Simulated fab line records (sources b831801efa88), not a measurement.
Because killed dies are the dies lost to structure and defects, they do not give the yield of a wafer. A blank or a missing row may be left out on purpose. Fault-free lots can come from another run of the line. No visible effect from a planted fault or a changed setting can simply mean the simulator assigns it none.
Which of the tools did it? + flow sky130 + 12 lots with 36 wafers sampled at 4 steps, on a route of 708 steps

== WHAT THE GAUGES READ, wafer by wafer ==
SKY_LI_CONTACT_RS_MEAS_22: a four-point-probe measurement. Usual: LI_CONTACT_W_RS gives 0.2861 ohm/sq (standard deviation 0.0029).
| lot  | measured     | on            | LI_CONTACT_W_RS (ohm/sq) | flag |
|------|--------------|---------------|--------------------------|------|
| L649 | day 31 00:29 | film-metro-01 | 0.2871 0.2867 0.2856     |      |
| L648 | day 31 06:47 | film-metro-04 | 0.2892 0.2945 0.2879     |      |
| L650 | day 31 13:22 | film-metro-04 | 0.2821 0.2810 0.2869     |      |
| L651 | day 32 01:47 | film-metro-04 | 0.2855 0.2895 0.2900     |      |
| L653 | day 32 08:32 | film-metro-03 | 0.2871 0.2859 0.2862     |      |
| L654 | day 32 16:40 | film-metro-01 | 0.2862 0.2937 0.2944     |      |
| L655 | day 33 01:38 | film-metro-01 | 0.2825 0.2826 0.2805     |      |
| L661 | day 34 22:52 | film-metro-04 | 0.2871 0.2855 0.2845     |      |
| L662 | day 35 02:55 | film-metro-04 | 0.2861 0.2849 0.2843     |      |
| L663 | day 35 10:38 | film-metro-01 | 0.2816 0.2856 0.2824     |      |
| L665 | day 35 20:44 | film-metro-01 | 0.2868 0.2876 0.2885     |      |
| L666 | day 36 05:25 | film-metro-03 | 0.2809 0.2848 0.2839     |      |

== WHICH TOOL RAN EACH LOT (tool, then ch and the chambers of the sampled wafers, then the start) ==
| lot  | SKY_RES_XHIGH_COAT_02             | SKY_RES_XHIGH_STRIP_08               | SKY_LI_CONTACT_SPUTTER_20    |
|------|-----------------------------------|--------------------------------------|------------------------------|
| L649 | litho-track-03 ch 0, day 28 00:25 | plasma-asher-02 ch 0,1, day 28 15:01 | pvd-sputter-03, day 31 00:16 |
| L648 | litho-track-01 ch 0, day 28 05:15 | plasma-asher-01 ch 0,1, day 28 19:30 | pvd-sputter-01, day 31 06:35 |
| L650 | litho-track-01 ch 0, day 28 12:45 | plasma-asher-04 ch 0,1, day 29 03:17 | pvd-sputter-03, day 31 13:09 |
| L651 | litho-track-03 ch 0, day 29 01:28 | plasma-asher-04 ch 0,1, day 29 16:20 | pvd-sputter-03, day 32 01:35 |
| L653 | litho-track-01 ch 0, day 29 10:05 | plasma-asher-01 ch 0,1, day 30 00:25 | pvd-sputter-03, day 32 08:18 |
| L654 | litho-track-01 ch 0, day 29 17:35 | plasma-asher-02 ch 0,1, day 30 08:03 | pvd-sputter-01, day 32 16:29 |
| L655 | litho-track-02 ch 0, day 30 01:52 | plasma-asher-02 ch 0, day 30 16:17   | pvd-sputter-04, day 33 01:26 |
| L661 | litho-track-03 ch 0, day 32 02:27 | plasma-asher-04 ch 0,1, day 32 16:02 | pvd-sputter-04, day 34 22:41 |
| L662 | litho-track-02 ch 0, day 32 05:39 | plasma-asher-02 ch 0,1, day 32 20:05 | pvd-sputter-01, day 35 02:44 |
| L663 | litho-track-02 ch 0, day 32 12:55 | plasma-asher-02 ch 0,1, day 33 02:48 | pvd-sputter-03, day 35 10:26 |
| L665 | litho-track-01 ch 0, day 33 00:46 | plasma-asher-04 ch 0,1, day 33 13:36 | pvd-sputter-01, day 35 20:31 |
| L666 | litho-track-03 ch 0, day 33 10:09 | plasma-asher-04 ch 0,1, day 33 23:22 | pvd-sputter-03, day 36 05:14 |
- SKY_RES_XHIGH_COAT_02: resist thk 1140 nm.
- SKY_RES_XHIGH_STRIP_08: strips in O2/N2.
- SKY_LI_CONTACT_SPUTTER_20: material TiN, target thk 20 nm, time 80 s.

== AS READ BY THE TOOLS THEMSELVES (means over the sampled wafers that have a number; for cases with no such wafer, the mark the record gives instead) ==
SKY_RES_XHIGH_COAT_02. Usual: chill-plate-temp-C reads 23.02 C (standard deviation 0.11).
| lot  | tool           | chill-plate-temp-C (C) | flag |
|------|----------------|------------------------|------|
| L649 | litho-track-03 | 22.97                  |      |
| L648 | litho-track-01 | 23.02                  |      |
| L650 | litho-track-01 | 22.90                  |      |
| L651 | litho-track-03 | 23.01                  |      |
| L653 | litho-track-01 | 23.21                  |      |
| L654 | litho-track-01 | 23.03                  |      |
| L655 | litho-track-02 | 22.94                  |      |
| L661 | litho-track-03 | 22.99                  |      |
| L662 | litho-track-02 | 23.00                  |      |
| L663 | litho-track-02 | 23.04                  |      |
| L665 | litho-track-01 | 23.02                  |      |
| L666 | litho-track-03 | 23.06                  |      |

SKY_RES_XHIGH_STRIP_08. Usual: drypump-motor-current-A 5.4 A, standard deviation 0.36; oes-product-au 0.711 a.u., standard deviation 0.004; strip-time-to-endpoint-s 14.27 s, standard deviation 0.035.
| lot  | tool            | drypump-motor-current-A (A) | oes-product-au (a.u.) | strip-time-to-endpoint-s (s) | flag |
|------|-----------------|-----------------------------|-----------------------|------------------------------|------|
| L649 | plasma-asher-02 | 5.5                         | 0.709                 | 14.30                        |      |
| L648 | plasma-asher-01 | 5.1                         | 0.714                 | 14.29                        |      |
| L650 | plasma-asher-04 | 5.2                         | 0.707                 | 14.26                        |      |
| L651 | plasma-asher-04 | 5.2                         | 0.708                 | 14.27                        |      |
| L653 | plasma-asher-01 | 5.1                         | 0.586                 | 8.55                         | OFF  |
| L654 | plasma-asher-02 | 5.8                         | 0.584                 | 8.54                         | OFF  |
| L655 | plasma-asher-02 | 6.0                         | 0.710                 | 14.32                        |      |
| L661 | plasma-asher-04 | 5.3                         | 0.712                 | 14.28                        |      |
| L662 | plasma-asher-02 | 5.8                         | 0.709                 | 14.23                        |      |
| L663 | plasma-asher-02 | 5.5                         | 0.709                 | 14.31                        |      |
| L665 | plasma-asher-04 | 5.3                         | 0.712                 | 14.26                        |      |
| L666 | plasma-asher-04 | 5.3                         | 0.713                 | 14.31                        |      |

SKY_LI_CONTACT_SPUTTER_20. Usual: throttle-valve-pct reads 30.3 % (standard deviation 1.1).
| lot  | tool           | throttle-valve-pct (%) | flag |
|------|----------------|------------------------|------|
| L649 | pvd-sputter-03 | 29.4                   |      |
| L648 | pvd-sputter-01 | 31.2                   |      |
| L650 | pvd-sputter-03 | 28.7                   |      |
| L651 | pvd-sputter-03 | 30.6                   |      |
| L653 | pvd-sputter-03 | 29.3                   |      |
| L654 | pvd-sputter-01 | 31.0                   |      |
| L655 | pvd-sputter-04 | 31.3                   |      |
| L661 | pvd-sputter-04 | 31.3                   |      |
| L662 | pvd-sputter-01 | 30.9                   |      |
| L663 | pvd-sputter-03 | 29.8                   |      |
| L665 | pvd-sputter-01 | 31.4                   |      |
| L666 | pvd-sputter-03 | 29.5                   |      |

== THE ANSWER, worked out from the rows above alone ==
Rule: a lot is off if the mean of its wafers that have a number lies more than 3 standard deviations from the usual mean. Also off: a lot with no number at a reading for which 4 or more lots have one. Where the step has rows for the other lots, those lots are counted as sound. Order of review: gauges by route order, followed by the tools' own readings, for which a lot's mean as printed above is used. The first step at which some lot is off is used, and at that step the reading that is off furthest; a lot without a number counts as furthest.
Off at SKY_RES_XHIGH_STRIP_08 (strip-time-to-endpoint-s): L653, L654.
If a tool, at that step or one of the process steps before it, ran each lot that is off and ran no sound lot following the first of them, it fits. Of those tried, none fits.

== WHAT THE SIMULATOR HAD INSERTED ==
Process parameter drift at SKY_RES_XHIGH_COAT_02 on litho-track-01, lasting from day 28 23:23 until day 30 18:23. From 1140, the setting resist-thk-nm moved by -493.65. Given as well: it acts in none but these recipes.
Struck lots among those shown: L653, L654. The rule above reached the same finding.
